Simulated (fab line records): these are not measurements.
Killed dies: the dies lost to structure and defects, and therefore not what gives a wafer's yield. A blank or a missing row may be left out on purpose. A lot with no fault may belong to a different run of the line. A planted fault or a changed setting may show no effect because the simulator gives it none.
fab line records	flow sky130
record lots=5	wafers=15	lastDay=49
route steps=708 shown METAL1@435
lots that met no fault: from a run of the same line without faults
startH: start of the lot's first displayed wafer, in hours after the record's first day	waitH: hours elapsed since this lot's preceding step	" as in the row above	L1.1+2: one row covering several wafers at once	- no value, or no start given	* or withheld: withheld	< > ~ a bound
route shown NAME@n: a module of which the file shows steps, and the number in the route of the first	usual: mean/standard deviation of fault-free wafers	same: alike in all rows	chamber/n: place in a boat	sites: each site's reading	_std_site: the standard deviation of these	_edge_site: outer sites' mean less inner sites'	radiusMm: for every site, how far away it sits from the centre of the wafer	mask NAME#n: copy n	behind: the last tool/chamber to shape the wafer	hold: why the lot was held/for how many hours/how that ended	device: transistor that didn't switch, given as n, p or np	end of line: the same wafers' tests at the end of the route	where a step has no rows: the recipe by itself	killed: the dies lost at the first sort to structure and to defects; this is not the yield of the wafer	map: the dies of a wafer, with x for killed, . for not killed, _ for no die there
set.NAME: the setting that was run; set.NAME@STEP: the one run at that earlier step	model.NAME: the simulator's own value behind a step, which no gauge read
a table for each step, a row for each wafer; lots at some steps of the route
services: a tool's chamber out of use, with start hour (startH, from the record's first day; less than 0 if before it), hours out, and reason
## steps
# step SKY_METAL1_SPUTTER_01
# recipe material=TiN	targetThkNm=20	powerW=6500	timeS=16.7	chamberPressurePa=0.4
# usual cathodeDcPowerW=6500.1/1.1	throttleValvePct=30.4/0.89
lot.wafer	tool	chamber	startH	waitH	cathodeDcPowerW	throttleValvePct
L074.1	pvdSputter-03	-	735.00	0.0	6499.1	30.8
L074.4	"	-	"	"	6500.7	30.9
L074.5	"	-	"	"	6502.2	30.7
L080.2	pvdSputter-03	-	838.77	0.0	6500.7	30.8
L080.3	"	-	"	"	6498.2	29.3
L080.5	"	-	"	"	6501.1	31.1
L087.1	pvdSputter-01	-	842.32	0.0	6501.7	32.1
L087.3	"	-	"	"	6499.6	29.8
L087.4	"	-	"	"	6499.9	29.6
L091.2	pvdSputter-03	-	860.21	0.0	6498.5	30.8
L091.4	"	-	"	"	6498.3	31.0
L091.6	"	-	"	"	6500.4	30.9
L093.4	pvdSputter-01	-	877.76	0.0	6500.2	29.7
L093.5	"	-	"	"	6499.3	29.8
L093.6	"	-	"	"	6500.0	29.5
# step SKY_METAL1_SPUTTER_02
# recipe material=AlCu	targetThkNm=250	powerW=10600	timeS=13.3	chamberPressurePa=0.4
# usual cathodeDcPowerW=10600/2	throttleValvePct=30.4/0.88
lot.wafer	tool	chamber	startH	waitH	cathodeDcPowerW	throttleValvePct
L074.1	pvdSputter-03	-	735.03	0.0	10597	30.8
L074.4	"	-	"	"	10600	30.5
L074.5	"	-	"	"	10600	30.7
L080.2	pvdSputter-03	-	838.80	0.0	10602	31.1
L080.3	"	-	"	"	10601	28.9
L080.5	"	-	"	"	10601	30.7
L087.1	pvdSputter-01	-	842.34	0.0	10601	31.7
L087.3	"	-	"	"	10602	29.9
L087.4	"	-	"	"	10599	29.6
L091.2	pvdSputter-03	-	860.23	0.0	10601	30.5
L091.4	"	-	"	"	10600	31.0
L091.6	"	-	"	"	10598	31.2
L093.4	pvdSputter-01	-	877.78	0.0	10600	29.9
L093.5	"	-	"	"	10600	29.8
L093.6	"	-	"	"	10596	29.7
# step SKY_METAL1_SPUTTER_03
# recipe material=Ti	targetThkNm=5	powerW=3000	timeS=3.3	chamberPressurePa=0.4
# usual cathodeDcPowerW=3000.0/0.54	throttleValvePct=30.4/0.87
lot.wafer	tool	chamber	startH	waitH	cathodeDcPowerW	throttleValvePct
L074.1	pvdSputter-03	-	735.05	0.0	3000.6	31.0
L074.4	"	-	"	"	2999.3	30.6
L074.5	"	-	"	"	2999.8	30.7
L080.2	pvdSputter-03	-	838.82	0.0	2999.9	30.9
L080.3	"	-	"	"	3000.0	29.3
L080.5	"	-	"	"	2999.7	30.7
L087.1	pvdSputter-01	-	842.37	0.0	3000.3	31.6
L087.3	"	-	"	"	2999.6	29.9
L087.4	"	-	"	"	2999.9	29.5
L091.2	pvdSputter-03	-	860.26	0.0	3000.3	30.5
L091.4	"	-	"	"	2999.5	31.0
L091.6	"	-	"	"	2999.8	31.0
L093.4	pvdSputter-01	-	877.81	0.0	3000.2	29.9
L093.5	"	-	"	"	3000.2	29.6
L093.6	"	-	"	"	3001.0	29.8
# step SKY_METAL1_SPUTTER_04
# recipe material=TiN	targetThkNm=70	powerW=6500	timeS=58.3	chamberPressurePa=0.4
# usual cathodeDcPowerW=6500.0/1.1	throttleValvePct=30.4/0.88
lot.wafer	tool	chamber	startH	waitH	cathodeDcPowerW	throttleValvePct
L074.1	pvdSputter-03	-	735.07	0.0	6502.1	31.0
L074.4	"	-	"	"	6500.6	30.5
L074.5	"	-	"	"	6500.5	30.9
L080.2	pvdSputter-03	-	838.84	0.0	6501.9	31.3
L080.3	"	-	"	"	6502.8	29.2
L080.5	"	-	"	"	6499.5	30.9
L087.1	pvdSputter-01	-	842.39	0.0	6498.5	31.5
L087.3	"	-	"	"	6500.8	29.8
L087.4	"	-	"	"	6501.1	29.6
L091.2	pvdSputter-03	-	860.27	0.0	6499.9	30.7
L091.4	"	-	"	"	6500.3	30.8
L091.6	"	-	"	"	6500.9	30.9
L093.4	pvdSputter-01	-	877.82	0.0	6499.4	29.6
L093.5	"	-	"	"	6501.1	30.1
L093.6	"	-	"	"	6500.0	29.7
# step SKY_METAL1_RS_MEAS_05
# recipe thkMeasGauge=four-point-probe	reads=TiN_of_METAL1_SPUTTER_04+Ti_of_METAL1_SPUTTER_03+AlCu_of_METAL1_SPUTTER_02+TiN_of_METAL1_SPUTTER_01+Ti_of_METAL1_SPUTTER_00
# usual METAL1_ALCU_RS=0.1263/0.0016
lot.wafer	tool	chamber	startH	waitH	METAL1_ALCU_RS[ohm/sq]
L074.1	filmMetro-04	-	735.12	0.0	0.1232
L074.4	"	-	"	"	0.1260
L074.5	"	-	"	"	0.1278
L080.2	filmMetro-04	-	838.91	0.0	0.1239
L080.3	"	-	"	"	0.1284
L080.5	"	-	"	"	0.1239
L087.1	filmMetro-01	-	842.43	0.0	0.1255
L087.3	"	-	"	"	0.1244
L087.4	"	-	"	"	0.1259
L091.2	filmMetro-01	-	860.34	0.0	0.1281
L091.4	"	-	"	"	0.1243
L091.6	"	-	"	"	0.1243
L093.4	filmMetro-01	-	877.93	0.1	0.1268
L093.5	"	-	"	"	0.1268
L093.6	"	-	"	"	0.1288
# step SKY_METAL1_THK_MEAS_06
# recipe thkMeasGauge=xrf	reads=AlCu_of_METAL1_SPUTTER_02
# usual METAL1_ALCU_THK=247/3.5
lot.wafer	tool	chamber	startH	waitH	METAL1_ALCU_THK[nm]
L074.1	filmMetro-04	-	735.24	0.1	255
L074.4	"	-	"	"	249
L074.5	"	-	"	"	246
L080.2	filmMetro-04	-	839.02	0.1	252
L080.3	"	-	"	"	244
L080.5	"	-	"	"	254
L087.1	filmMetro-01	-	842.55	0.1	247
L087.3	"	-	"	"	248
L087.4	"	-	"	"	246
L091.2	filmMetro-01	-	860.45	0.1	243
L091.4	"	-	"	"	246
L091.6	"	-	"	"	249
L093.4	filmMetro-01	-	878.02	0.1	246
L093.5	"	-	"	"	245
L093.6	"	-	"	"	241
# step SKY_METAL1_DEHYDRATE_07
# recipe tempC=200	timeS=60
lot.wafer	tool	chamber	startH	waitH
L074.1+4+5	lithoTrack-04	0	747.66	12.4
L080.2+3+5	lithoTrack-04	0	850.34	11.3
L087.1+3+4	lithoTrack-02	0	854.64	12.1
L091.2+4+6	lithoTrack-03	0	871.79	11.3
L093.4+5+6	lithoTrack-02	0	890.71	12.7
# step SKY_METAL1_HMDS_08
# recipe primeTimeS=60	primeTempC=120
lot.wafer	tool	chamber	startH	waitH
L074.1+4+5	lithoTrack-04	0	747.81	0.1
L080.2+3+5	lithoTrack-04	0	850.49	0.1
L087.1+3+4	lithoTrack-02	0	854.79	0.1
L091.2+4+6	lithoTrack-03	0	871.94	0.1
L093.4+5+6	lithoTrack-02	0	890.86	0.1
# step SKY_METAL1_COAT_09
# recipe resist=BARC	tempC=withheld	timeS=withheld	spinRpm=3000	resistThkNm=60
lot.wafer	tool	chamber	startH	waitH
L074.1+4+5	lithoTrack-04	0	747.96	0.1
L080.2+3+5	lithoTrack-04	0	850.64	0.1
L087.1+3+4	lithoTrack-02	0	854.94	0.1
L091.2+4+6	lithoTrack-03	0	872.09	0.1
L093.4+5+6	lithoTrack-02	0	891.01	0.1
# step SKY_METAL1_COAT_10
# recipe resist=KrF-thick	spinRpm=3000	resistThkNm=450
lot.wafer	tool	chamber	startH	waitH
L074.1+4+5	lithoTrack-04	0	-	-
L080.2+3+5	lithoTrack-04	0	-	-
L087.1+3+4	lithoTrack-02	0	-	-
L091.2+4+6	lithoTrack-03	0	-	-
L093.4+5+6	lithoTrack-02	0	-	-
# step SKY_METAL1_SOFTBAKE_11
# recipe tempC=100	timeS=90	resist=KrF-thick
lot.wafer	tool	chamber	startH	waitH
L074.1+4+5	lithoTrack-04	0	-	-
L080.2+3+5	lithoTrack-04	0	-	-
L087.1+3+4	lithoTrack-02	0	-	-
L091.2+4+6	lithoTrack-03	0	-	-
L093.4+5+6	lithoTrack-02	0	-	-
# step SKY_METAL1_EXPOSE_12
# recipe maskId=MM1	na=0.8	sourceShape=annular	sigmaInner=0.55	sigmaOuter=0.85	targetCdNm=140	doseMj=28
# usual focusOffsetNm=0.0/0.5	stageVelMmS=499.93/0.22
# same sigmaOuter=0.85
lot.wafer	tool	chamber	startH	waitH	mask	focusOffsetNm	stageVelMmS
L074.1	krfScanner-01	0	-	-	MM1#0	0.3	500.18
L074.4	"	0	"	"	MM1#0	0.2	499.95
L074.5	"	0	"	"	MM1#0	-0.1	500.00
L080.2	krfScanner-02	0	-	-	MM1#0	0.9	499.70
L080.3	"	0	"	"	MM1#0	1.0	499.95
L080.5	"	0	"	"	MM1#0	0.1	500.19
L087.1	krfScanner-02	0	-	-	MM1#0	0.5	499.75
L087.3	"	0	"	"	MM1#0	0.4	500.06
L087.4	"	0	"	"	MM1#0	-0.3	500.20
L091.2	krfScanner-01	0	-	-	MM1#0	-0.3	499.98
L091.4	"	0	"	"	MM1#0	-0.1	500.02
L091.6	"	0	"	"	MM1#0	-0.5	499.80
L093.4	krfScanner-01	0	-	-	MM1#0	-0.1	499.93
L093.5	"	0	"	"	MM1#0	0.0	500.03
L093.6	"	0	"	"	MM1#0	0.1	499.92
## services
tool	chamber	startH	hours	kind
krfScanner-02	-	721.39	2.2	repair
lithoTrack-02	-	742.72	-	consumableReplace:filter
lithoTrack-03	-	747.15	-	consumableReplace:filter
krfScanner-01	0	752.02	-	calibration
krfScanner-02	-	752.95	0.8	pm
krfScanner-02	0	760.84	-	calibration
krfScanner-02	-	773.92	3.0	pm
krfScanner-01	-	789.03	1.0	repair
krfScanner-01	-	800.04	1.0	pm
pvdSputter-01	-	810.40	0.5	repair
pvdSputter-03	2	821.09	-	consumableReplace:kit
pvdSputter-03	2	821.09	18.0	scheduledDown
pvdSputter-03	2	821.09	18.0	ventCycle
krfScanner-02	-	821.85	4.0	pm
pvdSputter-03	-	827.79	2.2	repair
krfScanner-02	-	829.34	1.3	pm
krfScanner-01	-	838.61	0.8	pm
krfScanner-01	-	855.84	1.3	pm
krfScanner-02	-	859.49	3.6	pm
krfScanner-02	-	864.12	1.0	pm
pvdSputter-03	-	884.65	4.8	repair
## key
fault none
